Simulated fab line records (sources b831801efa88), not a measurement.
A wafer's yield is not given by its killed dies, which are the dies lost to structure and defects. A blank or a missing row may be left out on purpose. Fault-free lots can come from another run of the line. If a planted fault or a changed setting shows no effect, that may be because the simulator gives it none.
The tool behind it: which one? -- flow gf180mcu -- 24 lots, 72 wafers sampled, at 6 steps of a route of 602

## WHAT THE GAUGES SHOWED, per wafer
GF_M4_OVL_MEAS_15. Usual: M4_OVL gives 2 nm (standard deviation 5.5).
lot,measured,on,M4_OVL (nm),flag
L074,day 23 15:05,overlay-02,2 5 -1,
L075,day 23 23:49,overlay-01,-2 -3 -4,
L076,day 24 11:37,overlay-01,10 8 3,
L077,day 24 14:02,overlay-02,-10 -5 -12,
L078,day 24 19:59,overlay-02,6 3 5,
L079,day 25 10:23,overlay-02,-1 2 0,
L080,day 25 13:12,overlay-01,5 8 8,
L081,day 26 02:38,overlay-01,2 2 6,
L082,day 26 05:50,overlay-01,3 4 6,
L083,day 26 09:53,overlay-02,6 -2 3,
L084,day 26 15:12,overlay-01,-2 -1 -5,
L085,day 27 03:08,overlay-02,3 8 4,
L086,day 27 10:49,overlay-02,-4 -4 1,
L087,day 27 23:47,overlay-01,0 3 -2,
L088,day 28 02:55,overlay-02,6 10 6,
L089,day 28 09:12,overlay-01,-2 3 -4,
L090,day 28 20:10,overlay-01,2 1 10,
L091,day 28 22:52,overlay-01,6 6 9,
L092,day 29 02:49,overlay-02,-4 8 4,
L093,day 29 10:31,overlay-02,16 8 7,
L094,day 29 20:01,overlay-02,1 -3 -6,
L095,day 30 02:38,overlay-01,-2 3 4,
L096,day 30 04:02,overlay-01,-8 -5 -7,
L097,day 30 08:10,overlay-01,-7 -2 -2,

GF_V4_RS_MEAS_24: uses a four-point probe to measure. Usual: V4_W_RS gives 0.3281 ohm/sq (standard deviation 0.0029).
lot,measured,on,V4_W_RS (ohm/sq),flag
L074,day 24 15:18,filmMetro-02,0.3233 0.3291 0.3220,
L075,day 25 00:01,filmMetro-04,0.3272 0.3310 0.3285,
L076,day 25 11:41,filmMetro-01,0.3284 0.3266 0.3327,
L077,day 25 13:50,filmMetro-01,0.3278 0.3266 0.3259,
L078,day 25 19:59,filmMetro-01,0.3309 0.3233 0.3264,
L079,day 26 09:14,filmMetro-02,0.3299 0.3302 0.3319,
L080,day 26 12:57,filmMetro-04,0.3284 0.3264 0.3249,
L081,day 27 01:13,filmMetro-04,0.3248 0.3259 0.3254,
L082,day 27 05:08,filmMetro-02,0.3286 0.3292 0.3266,
L083,day 27 08:36,filmMetro-04,0.3284 0.3254 0.3281,
L084,day 27 14:04,filmMetro-04,0.3268 0.3255 0.3285,
L085,day 28 01:19,filmMetro-01,0.3231 0.3301 0.3277,
L086,day 28 08:51,filmMetro-02,0.3295 0.3318 0.3301,
L087,day 28 20:48,filmMetro-02,0.3272 0.3289 0.3339,
L088,day 29 01:17,filmMetro-01,0.3293 0.3290 0.3273,
L089,day 29 07:02,filmMetro-02,0.3260 0.3239 0.3226,
L090,day 29 17:14,filmMetro-01,0.3280 0.3305 0.3310,
L091,day 29 20:39,filmMetro-01,0.3274 0.3261 0.3265,
L092,day 30 00:38,filmMetro-04,0.3312 0.3304 0.3333,
L093,day 30 08:02,filmMetro-04,0.3225 0.3275 0.3258,
L094,day 30 16:56,filmMetro-04,0.3303 0.3257 0.3285,
L095,day 30 23:14,filmMetro-02,0.3321 0.3299 0.3272,
L096,day 31 00:40,filmMetro-04,0.3239 0.3282 0.3244,
L097,day 31 04:41,filmMetro-02,0.3225 0.3304 0.3292,

GF_V5_OVL_MEAS_15. Usual: V5_OVL gives -2 nm (standard deviation 6.4).
lot,measured,on,V5_OVL (nm),flag
L074,day 27 08:31,overlay-01,0 -1 8,
L075,day 27 16:13,overlay-01,-11 -6 -10,
L076,day 28 03:29,overlay-02,-12 -7 -15,
L077,day 28 05:05,overlay-02,2 4 6,
L078,day 28 11:04,overlay-02,-2 -3 -10,
L079,day 28 23:52,overlay-02,-4 -9 -3,
L080,day 29 03:10,overlay-02,-7 -9 -3,
L081,day 29 14:49,overlay-02,-8 -7 -7,
L082,day 29 17:01,overlay-02,7 9 10,
L083,day 29 20:25,overlay-02,0 -1 4,
L084,day 30 02:33,overlay-02,-5 -2 -1,
L085,day 30 12:31,overlay-01,4 10 7,
L086,day 30 19:59,overlay-01,3 -1 12,
L087,day 31 06:23,overlay-01,-8 6 1,
L088,day 31 11:13,overlay-02,0 -1 -2,
L089,day 31 16:13,overlay-01,-13 -6 -10,
L090,day 32 00:47,overlay-02,-13 -10 -11,
L091,day 32 04:28,overlay-01,-1 0 -1,
L092,day 32 07:55,overlay-01,2 -2 2,
L093,day 32 14:19,overlay-02,-1 2 -12,
L094,day 32 22:10,overlay-01,7 3 10,
L095,day 33 04:41,overlay-01,1 7 3,
L096,day 33 05:23,overlay-01,1 4 1,
L097,day 33 09:31,overlay-02,-4 -15 -9,

GF_V5_THK_MEAS_25: measures by xrf. Usual: V5_W_THK gives 349 nm (standard deviation 5.6).
lot,measured,on,V5_W_THK (nm),flag
L074,day 27 09:35,filmMetro-03,349 352 353,
L075,day 27 17:18,filmMetro-03,344 343 344,
L076,day 28 04:32,filmMetro-02,345 338 344,
L077,day 28 06:10,filmMetro-02,346 345 345,
L078,day 28 12:28,filmMetro-03,360 356 361,
L079,day 29 01:02,filmMetro-02,353 350 347,
L080,day 29 04:19,filmMetro-03,347 352 349,
L081,day 29 15:55,filmMetro-03,352 350 351,
L082,day 29 18:05,filmMetro-04,358 354 352,
L083,day 29 21:30,filmMetro-03,350 350 352,
L084,day 30 03:38,filmMetro-03,340 342 349,
L085,day 30 13:34,filmMetro-02,352 346 350,
L086,day 30 21:05,filmMetro-03,344 347 349,
L087,day 31 07:26,filmMetro-03,351 349 350,
L088,day 31 12:19,filmMetro-02,353 352 349,
L089,day 31 17:17,filmMetro-03,349 352 352,
L090,day 32 01:50,filmMetro-02,348 350 350,
L091,day 32 05:32,filmMetro-04,352 353 351,
L092,day 32 09:03,filmMetro-02,353 343 346,
L093,day 32 15:29,filmMetro-04,351 351 347,
L094,day 32 23:13,filmMetro-03,339 347 345,
L095,day 33 05:50,filmMetro-03,341 341 344,
L096,day 33 06:28,filmMetro-02,352 349 348,
L097,day 33 10:35,filmMetro-04,363 365 362,

## WHICH TOOL RAN EACH LOT (tool, then ch and the chambers of the sampled wafers, then the start)
lot,GF_M3_SPUTTER_03,GF_V4_STRIP_18
L074,"pvdSputter-04, day 20 15:35","plasmaAsher-02 ch 0,1, day 24 14:33"
L075,"pvdSputter-02, day 20 21:40","plasmaAsher-04 ch 0,1, day 24 23:14"
L076,"pvdSputter-04, day 21 11:32","plasmaAsher-04 ch 0,1, day 25 10:53"
L077,"pvdSputter-04, day 21 12:46","plasmaAsher-04 ch 0,1, day 25 13:03"
L078,"pvdSputter-01, day 21 21:49","plasmaAsher-04 ch 0,1, day 25 19:13"
L079,"pvdSputter-04, day 22 11:17","plasmaAsher-04 ch 0,1, day 26 08:27"
L080,"pvdSputter-02, day 22 15:56","plasmaAsher-03 ch 0,1, day 26 12:10"
L081,"pvdSputter-02, day 23 08:05","plasmaAsher-03 ch 0,1, day 27 00:28"
L082,"pvdSputter-01, day 23 09:56","plasmaAsher-03 ch 0,1, day 27 04:22"
L083,"pvdSputter-02, day 23 13:54","plasmaAsher-03 ch 0,1, day 27 07:50"
L084,"pvdSputter-01, day 23 20:48","plasmaAsher-04 ch 0,1, day 27 13:19"
L085,"pvdSputter-02, day 24 08:33","plasmaAsher-04 ch 0,1, day 28 00:34"
L086,"pvdSputter-01, day 24 16:15","plasmaAsher-04 ch 0,1, day 28 08:06"
L087,"pvdSputter-01, day 25 07:11","plasmaAsher-02 ch 0,1, day 28 20:01"
L088,"pvdSputter-02, day 25 10:57","plasmaAsher-03 ch 0,1, day 29 00:02"
L089,"pvdSputter-02, day 25 16:51","plasmaAsher-04 ch 1, day 29 06:17"
L090,"pvdSputter-02, day 26 05:41","plasmaAsher-02 ch 0,1, day 29 16:28"
L091,"pvdSputter-02, day 26 08:20","plasmaAsher-02 ch 0,1, day 29 19:51"
L092,"pvdSputter-01, day 26 12:07","plasmaAsher-02 ch 0,1, day 29 23:51"
L093,"pvdSputter-01, day 26 20:04","plasmaAsher-02 ch 0,1, day 30 07:15"
L094,"pvdSputter-02, day 27 05:29","plasmaAsher-03 ch 0,1, day 30 16:10"
L095,"pvdSputter-02, day 27 12:31","plasmaAsher-03 ch 0,1, day 30 22:26"
L096,"pvdSputter-01, day 27 14:10","plasmaAsher-02 ch 0,1, day 30 23:55"
L097,"pvdSputter-04, day 27 18:48","plasmaAsher-04 ch 0,1, day 31 03:54"
- GF_M3_SPUTTER_03: material Ti, target thk 10 nm, time 6.7 s.
- GF_V4_STRIP_18: strips in O2/N2.

## WHAT THE TOOLS THEMSELVES READ (means of the sampled wafers that have a number; where no wafer has one, the mark that the record gives instead)
GF_M3_SPUTTER_03. Usual: throttleValvePct 29.5 %, standard deviation 0.99.
lot,tool,throttleValvePct (%),flag
L074,pvdSputter-04,30.9,
L075,pvdSputter-02,28.7,
L076,pvdSputter-04,30.2,
L077,pvdSputter-04,29.4,
L078,pvdSputter-01,30.7,
L079,pvdSputter-04,30.1,
L080,pvdSputter-02,28.6,
L081,pvdSputter-02,29.3,
L082,pvdSputter-01,30.9,
L083,pvdSputter-02,29.0,
L084,pvdSputter-01,30.3,
L085,pvdSputter-02,28.7,
L086,pvdSputter-01,29.9,
L087,pvdSputter-01,30.2,
L088,pvdSputter-02,29.0,
L089,pvdSputter-02,29.3,
L090,pvdSputter-02,28.7,
L091,pvdSputter-02,29.0,
L092,pvdSputter-01,30.1,
L093,pvdSputter-01,30.1,
L094,pvdSputter-02,29.3,
L095,pvdSputter-02,29.0,
L096,pvdSputter-01,30.7,
L097,pvdSputter-04,29.3,

GF_V4_STRIP_18. Usual: chamberPressureMTorr 1500.1 mTorr, standard deviation 1.4; drypumpMotorCurrentA 5.61 A, standard deviation 0.28; heaterPowerW 314 W, standard deviation 37; oesProductAu 0.593 a.u., standard deviation 0.0049.
lot,tool,chamberPressureMTorr (mTorr),drypumpMotorCurrentA (A),heaterPowerW (W),oesProductAu (a.u.),flag
L074,plasmaAsher-02,1500.9,5.50,304,0.595,
L075,plasmaAsher-04,1498.8,5.39,281,0.593,
L076,plasmaAsher-04,1501.3,5.61,283,0.595,
L077,plasmaAsher-04,1499.7,5.64,284,0.593,
L078,plasmaAsher-04,1500.3,5.40,282,0.594,
L079,plasmaAsher-04,1500.8,5.39,281,0.587,
L080,plasmaAsher-03,1500.6,5.72,356,0.588,
L081,plasmaAsher-03,1501.7,5.87,379,0.595,
L082,plasmaAsher-03,1500.6,5.73,361,0.592,
L083,plasmaAsher-03,1500.7,5.74,357,0.593,
L084,plasmaAsher-04,1500.6,5.39,277,0.590,
L085,plasmaAsher-04,1499.6,5.40,280,0.591,
L086,plasmaAsher-04,1499.7,5.39,281,0.593,
L087,plasmaAsher-02,1498.6,5.62,307,0.596,
L088,plasmaAsher-03,1500.5,5.87,368,0.595,
L089,plasmaAsher-04,1499.6,5.17,279,0.590,
L090,plasmaAsher-02,1501.0,5.55,308,0.592,
L091,plasmaAsher-02,1499.7,5.60,309,0.594,
L092,plasmaAsher-02,1500.0,5.61,312,0.596,
L093,plasmaAsher-02,1500.8,5.53,307,0.597,
L094,plasmaAsher-03,1500.2,5.86,375,0.596,
L095,plasmaAsher-03,1499.4,5.75,352,0.591,
L096,plasmaAsher-02,1499.9,5.53,306,0.597,
L097,plasmaAsher-04,1499.6,5.40,278,0.591,

## THE ANSWER, worked out from the rows above alone
Rule: lot off if the mean of its wafers having a number is beyond 3 standard deviations from the usual mean. A lot without any number at a reading at which 4 lots or more have one is off too. The other lots that the step has rows for count as sound. First the gauges in route order, then the tools' own readings, where a lot's mean is used as printed above. The first step at which some lot is off is used, and at that step the reading that is off furthest; a lot without a number counts as furthest.
None of the lots is off at any reading shown; this tells nothing.

## WHAT HAD BEEN PUT IN BY THE SIMULATOR
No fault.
